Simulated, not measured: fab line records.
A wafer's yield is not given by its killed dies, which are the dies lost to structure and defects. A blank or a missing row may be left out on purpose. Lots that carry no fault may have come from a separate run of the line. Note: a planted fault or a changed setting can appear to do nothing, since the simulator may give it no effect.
8D (eight disciplines) problem report, filled in by code	flow gf180mcu	the parts of the form that need people (team, actions taken, sign-off) are left out

1. WHAT IS WRONG
STI_CVD_03_THK at GF_STI_THK_MEAS_04 reads a mean of 165.4 nm on 3 wafers of 1 lot; wafers without a fault read 207.7 nm with a standard deviation of 2.5. That puts it -17 standard deviations away from the usual mean.
Earliest sighting: wafer L152.1 on filmMetro-02 at day 4 11:44. Wafers with a number at this step in the record: 33, from 11 lots. Rule for "out" (also "out of limits"): further than 4 standard deviations from the usual mean. The rest of the wafers with a number are treated as sound.

2. WHAT IT IS, AND WHAT IT ISN'T
question	is	is not
which readings at this step	STI_CVD_03_THK	-
which lots	L152	L138, L139, L140, L141, L143, L146, L147, L148, L151, L160
which wafers of those lots	all that have a number	-
read on which gauges	filmMetro-02	filmMetro-03, filmMetro-04
when	from day 4 11:44	up to then (27 sound wafers); but 3 sound wafers of L160 came after

3. WHAT RULES OUT EACH SUSPECT
Counting: a tool at a process step up to the reading stays a suspect if it ran every lot that is out and no sound lot after the first of them.
- the gauge at GF_STI_THK_MEAS_04 has been ruled out. All the wafers that are out were read on filmMetro-02, but those of them that GF_STI_ETCH_13 has rows for are out there too, on other tools.
- lpcvd-02 at GF_STI_CVD_03 (deposits Si3N4 from DCS/NH3, target thk 207.16 nm, time 3551 s): kept. It ran the lot that is out, L152 (day 4 09:46), and no sound lot after that; its last sound lot up to then is L148 (day 3 13:34).
The count leaves lpcvd-02 at GF_STI_CVD_03.

4. THE CAUSE (what the simulator had put in)
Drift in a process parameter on lpcvd-02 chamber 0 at GF_STI_CVD_03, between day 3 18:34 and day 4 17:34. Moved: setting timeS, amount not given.
The count eliminated every tool but this one.

5. SEQUENCE OF EFFECTS, ordered by route
Rows list readings where the struck wafers' mean (over those with a number) sits beyond 3 standard deviations from the usual. Only readings whose record carries a usual standard deviation are examined. hours: median over the lots of the time between each lot's start at the first step of this table that gives one and its start at this step. sigmas: the change, counted in usual standard deviations.
hours	step	reading	usual	on struck wafers	change	sigmas
0	GF_STI_THK_MEAS_04	STI_CVD_03_THK	207.7 nm	165.4	-42.3	-17
13	GF_STI_ETCH_13	oesProductAu	0.834 a.u.	0.740	-0.094	-13
Process steps it contains:
- GF_STI_ETCH_13: etches the open film in CHF3/O2, stops on Si, target depth 282.31 nm, time 112.9 s.
Readings that are blank on the struck wafers while sound wafers have them: susceptorTempC at GF_STI_CVD_03.
Later measuring or inspecting steps at which every struck wafer that the step has a row for has a number for every such reading, and none has moved that far: GF_VT_IMPLANT_OVL_MEAS_40.

6. WHAT WOULD HAVE CAUGHT IT SOONER
17 hours passed between the start of the fault at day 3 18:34 and the first reading out of limits at a measuring or inspecting step in this record, taken at day 4 11:44.
The start of GF_STI_CVD_03 on lpcvd-02 came by day 4 11:44 for every one of the lots that are out (1). Holding the tool at that point would not have protected any of them.
